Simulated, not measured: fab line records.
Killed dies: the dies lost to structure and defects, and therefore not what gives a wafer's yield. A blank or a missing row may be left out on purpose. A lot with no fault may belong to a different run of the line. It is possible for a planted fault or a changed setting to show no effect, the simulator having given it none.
Which of the tools did it?	flow sky130	36 wafers from 12 lots sampled at 6 of the route's 708 steps

## WHAT THE GAUGES READ, wafer by wafer
SKY_LI_CONTACT_BOW_MEAS_03.
lot	measured	on	LI_CONTACT_BOW (um)
L130	day 27 19:16	film_metro-03	62 57 59
L132	day 28 12:56	film_metro-03	61 56 53
L134	day 29 17:45	film_metro-03	56 59 46
L136	day 30 06:01	film_metro-01	53 61 56
L138	day 30 22:12	film_metro-01	63 53 56
L142	day 32 16:06	film_metro-03	38 51 55
L145	day 33 04:41	film_metro-01	42 37 53
L147	day 33 13:59	film_metro-03	39 53 57
L149	day 34 07:25	film_metro-01	52 63 46
L151	day 34 23:25	film_metro-03	58 56 51
L152	day 35 06:33	film_metro-04	60 76 50
L153	day 35 09:14	film_metro-03	57 64 57

SKY_CONTACT_CD_MEAS_14: the cd target is 170 nm.
lot	measured	on	cd_nm (nm)
L130	day 31 12:03	cd_sem-02	170.4 170.5 168.3
L132	day 32 03:58	cd_sem-02	171.5 171.8 171.0
L134	day 33 10:01	cd_sem-01	170.8 171.6 171.0
L136	day 33 17:58	cd_sem-01	170.4 170.3 172.1
L138	day 34 09:25	cd_sem-01	169.1 169.7 168.8
L142	day 36 01:10	cd_sem-01	170.0 170.5 170.6
L145	day 36 15:04	cd_sem-02	170.3 171.8 172.4
L147	day 37 00:10	cd_sem-02	165.6 164.1 164.8
L149	day 37 17:56	cd_sem-01	169.2 170.2 171.3
L151	day 38 10:22	cd_sem-02	168.7 168.8 170.2
L152	day 38 15:43	cd_sem-01	172.7 170.6 172.5
L153	day 38 18:37	cd_sem-02	168.8 168.1 168.9

SKY_CONTACT_OVL_MEAS_15.
lot	measured	on	CONTACT_OVL (nm)
L130	day 31 12:08	overlay-02	-3 -5 -2
L132	day 32 04:05	overlay-02	1 6 4
L134	day 33 10:07	overlay-02	5 7 0
L136	day 33 18:04	overlay-02	0 -1 4
L138	day 34 09:32	overlay-01	-3 -13 -3
L142	day 36 01:15	overlay-02	-13 -17 -11
L145	day 36 15:11	overlay-01	2 6 2
L147	day 37 00:17	overlay-02	2 1 -3
L149	day 37 18:03	overlay-01	-8 9 -3
L151	day 38 10:29	overlay-01	-1 10 4
L152	day 38 15:50	overlay-02	16 16 15
L153	day 38 18:44	overlay-02	1 2 2

SKY_METAL1_THK_MEAS_06: measures by xrf.
lot	measured	on	METAL1_ALCU_THK (nm)
L130	day 31 13:51	film_metro-04	259 259 254
L132	day 32 08:20	film_metro-03	250 251 252
L134	day 33 11:47	film_metro-02	254 255 255
L136	day 33 19:44	film_metro-02	256 260 258
L138	day 34 11:15	film_metro-02	260 258 253
L142	day 36 02:56	film_metro-02	252 247 251
L145	day 36 16:52	film_metro-02	252 256 257
L147	day 37 01:57	film_metro-02	250 253 252
L149	day 37 19:46	film_metro-02	251 253 252
L151	day 38 12:14	film_metro-03	248 253 249
L152	day 38 17:32	film_metro-02	247 251 250
L153	day 38 20:24	film_metro-02	255 253 249

## WHICH TOOL RAN EACH LOT (tool, then ch and the chambers of the sampled wafers, then the start)
lot	SKY_CONTACT_COAT_09	SKY_CONTACT_STRIP_19
L130	litho_track-02 ch 0, day 30 21:00	plasma_asher-03 ch 0,1, day 31 12:20
L132	litho_track-03 ch 0, day 31 14:00	plasma_asher-03 ch 0,1, day 32 04:15
L134	litho_track-02 ch 0, day 32 20:00	plasma_asher-02 ch 0,1, day 33 10:18
L136	litho_track-02 ch 0, day 33 04:00	plasma_asher-01 ch 0,1, day 33 18:14
L138	litho_track-01 ch 0, day 33 20:00	plasma_asher-01 ch 0,1, day 34 09:43
L142	litho_track-01 ch 0, day 35 11:00	plasma_asher-02 ch 0,1, day 36 01:26
L145	litho_track-01 ch 0, day 36 02:00	plasma_asher-03 ch 0,1, day 36 15:21
L147	litho_track-01 ch 0, day 36 10:00	plasma_asher-01 ch 0,1, day 37 00:27
L149	litho_track-03 ch 0, day 37 05:00	plasma_asher-02 ch 0,1, day 37 18:13
L151	litho_track-03 ch 0, day 37 19:00	plasma_asher-03 ch 0,1, day 38 10:40
L152	litho_track-02 ch 0, day 38 02:00	plasma_asher-01 ch 0,1, day 38 16:00
L153	litho_track-03 ch 0, day 38 05:00	plasma_asher-02 ch 0,1, day 38 18:54
- SKY_CONTACT_COAT_09: resist thk 450 nm.
- SKY_CONTACT_STRIP_19: strips in O2/N2.

## AS READ BY THE TOOLS THEMSELVES (means over the sampled wafers that have a number; for cases with no such wafer, the mark the record gives instead)
SKY_CONTACT_COAT_09.
lot	tool	dispense_pressure_kPa (kPa)
L130	litho_track-02	47.1
L132	litho_track-03	47.9
L134	litho_track-02	47.1
L136	litho_track-02	47.1
L138	litho_track-01	46.1
L142	litho_track-01	46.1
L145	litho_track-01	46.1
L147	litho_track-01	46.1
L149	litho_track-03	47.9
L151	litho_track-03	47.9
L152	litho_track-02	47.1
L153	litho_track-03	47.8

SKY_CONTACT_STRIP_19.
lot	tool	drypump_motor_current_A (A)	oes_product_au (a.u.)	strip_time_to_endpoint_s (s)
L130	plasma_asher-03	5.33	0.380	3.59
L132	plasma_asher-03	5.34	0.378	3.64
L134	plasma_asher-02	5.60	0.381	3.61
L136	plasma_asher-01	5.93	0.383	3.63
L138	plasma_asher-01	5.91	0.381	3.60
L142	plasma_asher-02	5.61	0.385	3.64
L145	plasma_asher-03	5.35	0.382	3.63
L147	plasma_asher-01	5.78	0.434	4.95
L149	plasma_asher-02	5.61	0.378	3.62
L151	plasma_asher-03	5.35	0.381	3.61
L152	plasma_asher-01	5.91	0.378	3.61
L153	plasma_asher-02	5.56	0.381	3.61

## THE ANSWER, worked out from the rows above alone
Rule: what is usual is taken from the lots themselves. Put in order of their means at a reading, lots are off if they are a third of the lots or fewer, leave a main group of 4 or more, and stand apart from it by a gap of 3 or more times the standard deviation of the main group's means; of several such gaps the widest counts. A main group whose means are all the same, to the digits that the tables above print for the reading, isn't used. A lot without any number at a reading at which 4 lots or more have one is off too. The other lots that the step has rows for count as sound. After the gauges, taken in route order, come the tools' own readings; for these a lot's mean is taken, as printed above. At the first step where some lot is off, the reading lying furthest off is the one used; lots without a number count as furthest.
Off: L147 (SKY_CONTACT_CD_MEAS_14, cd_nm). Main group: mean 170.4 nm, sd 1.
A tool fits if, at a process step before that reading, it ran every lot that is off, and no sound lot after the first of them. The gauges at SKY_CONTACT_CD_MEAS_14 aren't tried: what is off there is off at SKY_CONTACT_STRIP_19 too, on other tools, and a gauge's error can't cause that. One fits: SKY_CONTACT_COAT_09 on litho_track-01. Its last sound lot is L145 (day 36 02:00), its first lot that is off L147 (day 36 10:00): a fault that began between those two fits.

## WHAT HAD BEEN PUT IN BY THE SIMULATOR
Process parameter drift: litho_track-01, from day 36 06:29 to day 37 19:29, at SKY_CONTACT_COAT_09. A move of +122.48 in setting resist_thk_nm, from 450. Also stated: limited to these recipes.
Lots struck among those shown: L147. Same finding as the rule above.
